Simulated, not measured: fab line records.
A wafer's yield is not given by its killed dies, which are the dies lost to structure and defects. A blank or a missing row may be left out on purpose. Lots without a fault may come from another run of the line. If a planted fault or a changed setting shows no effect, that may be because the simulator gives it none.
What tool caused it? -- flow gf180mcu -- 39 wafers from 13 lots sampled at 5 of the route's 602 steps

## WHAT THE GAUGES SHOWED, per wafer
GF_MVPSD_TW_MEAS_11. Usual: MVPSD_TW typically reads 554, with standard deviation 4.7.
lot,measured,on,MVPSD_TW,flag
L782,day 5 02:17,film metro-03,560 560 556,
L784,day 5 13:13,film metro-01,549 547 547,
L785,day 5 19:15,film metro-01,547 546 545,
L786,day 5 23:07,film metro-03,557 559 558,
L787,day 6 05:49,film metro-01,550 546 549,
L788,day 6 15:40,film metro-01,548 547 546,
L789,day 7 03:58,film metro-01,550 550 552,
L798,day 9 00:44,film metro-03,560 555 555,
L801,day 9 20:36,film metro-01,551 549 547,
L802,day 10 05:43,film metro-03,554 554 556,
L803,day 10 07:14,film metro-03,555 554 554,
L804,day 10 12:59,film metro-03,558 555 553,
L805,day 10 20:22,film metro-03,553 556 555,

GF_VT_IMPLANT_TW_MEAS_32. Usual: VT_IMPLANT_3_TW typically reads 270.5, with standard deviation 1.
lot,measured,on,VT_IMPLANT_3_TW,flag
L782,day 6 22:29,film metro-02,271.7 272.8 269.7,
L784,day 7 11:26,film metro-03,272.1 268.0 271.2,
L785,day 7 17:58,film metro-03,269.2 271.3 270.4,
L786,day 7 22:05,film metro-02,269.6 270.3 271.7,
L787,day 8 04:58,film metro-02,271.0 271.4 271.3,
L788,day 8 16:49,film metro-02,270.9 269.8 270.0,
L789,day 9 04:49,film metro-02,270.1 271.6 269.5,
L798,day 11 06:19,film metro-03,267.7 267.6 267.5,
L801,day 12 05:17,film metro-02,269.1 268.2 270.2,
L802,day 12 13:55,film metro-02,270.3 271.1 270.5,
L803,day 12 15:26,film metro-02,270.5 271.6 270.3,
L804,day 12 21:31,film metro-02,271.1 272.7 270.5,
L805,day 13 06:43,film metro-03,271.0 270.9 269.1,

GF_VT_IMPLANT_TW_MEAS_43. Usual: VT_IMPLANT_4_TW typically reads 695, with standard deviation 3.3.
lot,measured,on,VT_IMPLANT_4_TW,flag
L782,day 7 13:59,film metro-02,693 693 694,
L784,day 8 03:44,film metro-03,701 698 698,
L785,day 8 10:46,film metro-03,696 697 697,
L786,day 8 14:58,film metro-02,698 695 698,
L787,day 8 22:02,film metro-03,696 698 700,
L788,day 9 09:52,film metro-03,693 692 690,
L789,day 9 22:13,film metro-03,694 690 697,
L798,day 12 01:44,film metro-02,697 698 696,
L801,day 13 00:37,film metro-03,694 694 696,
L802,day 13 09:52,film metro-02,692 694 695,
L803,day 13 11:25,film metro-03,696 694 694,
L804,day 13 17:54,film metro-03,696 695 696,
L805,day 14 03:14,film metro-02,697 694 691,

## TOOL THAT RAN EACH LOT (tool first, then ch and the chambers of the sampled wafers, then the start)
lot,GF_VT_IMPLANT_STRIP_09,GF_VT_IMPLANT_IMPLANT_30
L782,"plasma asher-04 ch 0,1, day 5 16:52","implanter-03 ch 0, day 6 22:14"
L784,"plasma asher-02 ch 0,1, day 6 04:37","implanter-02 ch 0, day 7 11:11"
L785,"plasma asher-03 ch 0,1, day 6 09:59","implanter-03 ch 0, day 7 17:43"
L786,"plasma asher-02 ch 0,1, day 6 13:44","implanter-01 ch 0, day 7 21:52"
L787,"plasma asher-03 ch 0,1, day 6 20:55","implanter-03 ch 0, day 8 04:43"
L788,"plasma asher-02 ch 0,1, day 7 07:19","implanter-01 ch 0, day 8 16:34"
L789,"plasma asher-04 ch 0,1, day 7 20:02","implanter-02 ch 0, day 9 04:35"
L798,"plasma asher-02 ch 0,1, day 9 17:58","implanter-03 ch 0, day 11 06:05"
L801,"plasma asher-03 ch 0,1, day 10 14:31","implanter-02 ch 0, day 12 04:53"
L802,"plasma asher-02 ch 0,1, day 10 23:28","implanter-02 ch 0, day 12 13:41"
L803,"plasma asher-03 ch 0,1, day 11 01:07","implanter-01 ch 0, day 12 15:11"
L804,"plasma asher-04 ch 0,1, day 11 06:52","implanter-02 ch 0, day 12 21:15"
L805,"plasma asher-03 ch 0,1, day 11 14:52","implanter-02 ch 0, day 13 06:29"
- GF_VT_IMPLANT_STRIP_09: strips in O2/N2.
- GF_VT_IMPLANT_IMPLANT_30

## WHAT THE TOOLS THEMSELVES READ (means of the sampled wafers that have a number; where no wafer has one, the mark that the record gives instead)
GF_VT_IMPLANT_STRIP_09. Usual: drypump motor current A 5.5 A, standard deviation 0.43; heater power w 332 W, standard deviation 29; oes product au 0.716 a.u., standard deviation 0.0048; strip time to endpoint s 12.65 s, standard deviation 0.034.
lot,tool,drypump motor current A (A),heater power w (W),oes product au (a.u.),strip time to endpoint s (s),flag
L782,plasma asher-04,5.5,337,0.715,12.69,
L784,plasma asher-02,5.3,332,0.718,12.58,
L785,plasma asher-03,5.5,318,0.718,12.61,
L786,plasma asher-02,5.4,335,0.711,12.66,
L787,plasma asher-03,5.5,313,0.718,12.69,
L788,plasma asher-02,5.4,340,0.716,12.67,
L789,plasma asher-04,5.5,342,0.721,12.68,
L798,plasma asher-02,5.4,335,0.715,12.65,
L801,plasma asher-03,5.6,342,0.712,12.62,
L802,plasma asher-02,5.4,338,0.717,12.63,
L803,plasma asher-03,5.6,342,0.715,12.63,
L804,plasma asher-04,6.0,323,0.711,12.68,
L805,plasma asher-03,5.6,341,0.713,12.64,

GF_VT_IMPLANT_IMPLANT_30. Usual: beam on s reads 10.03 s (standard deviation 0.21).
lot,tool,beam on s (s),flag
L782,implanter-03,9.75,
L784,implanter-02,9.94,
L785,implanter-03,10.12,
L786,implanter-01,9.96,
L787,implanter-03,9.98,
L788,implanter-01,9.90,
L789,implanter-02,10.31,
L798,implanter-03,10.05,
L801,implanter-02,10.04,
L802,implanter-02,10.03,
L803,implanter-01,9.99,
L804,implanter-02,10.13,
L805,implanter-02,9.95,

## THE ANSWER, worked out from the rows above alone
Rule: a lot is off if the mean of its wafers that have a number lies more than 3 standard deviations from the usual mean. Also off: a lot with no number at a reading for which 4 or more lots have one. Any other lot the step has rows for is counted as sound. First the gauges in route order, then the tools' own readings, where a lot's mean is used as printed above. The first step at which some lot is off is used, and at that step the reading that is off furthest; a lot without a number counts as furthest.
None of the lots is off at any reading shown; this tells nothing.

## WHAT THE SIMULATOR PUT IN
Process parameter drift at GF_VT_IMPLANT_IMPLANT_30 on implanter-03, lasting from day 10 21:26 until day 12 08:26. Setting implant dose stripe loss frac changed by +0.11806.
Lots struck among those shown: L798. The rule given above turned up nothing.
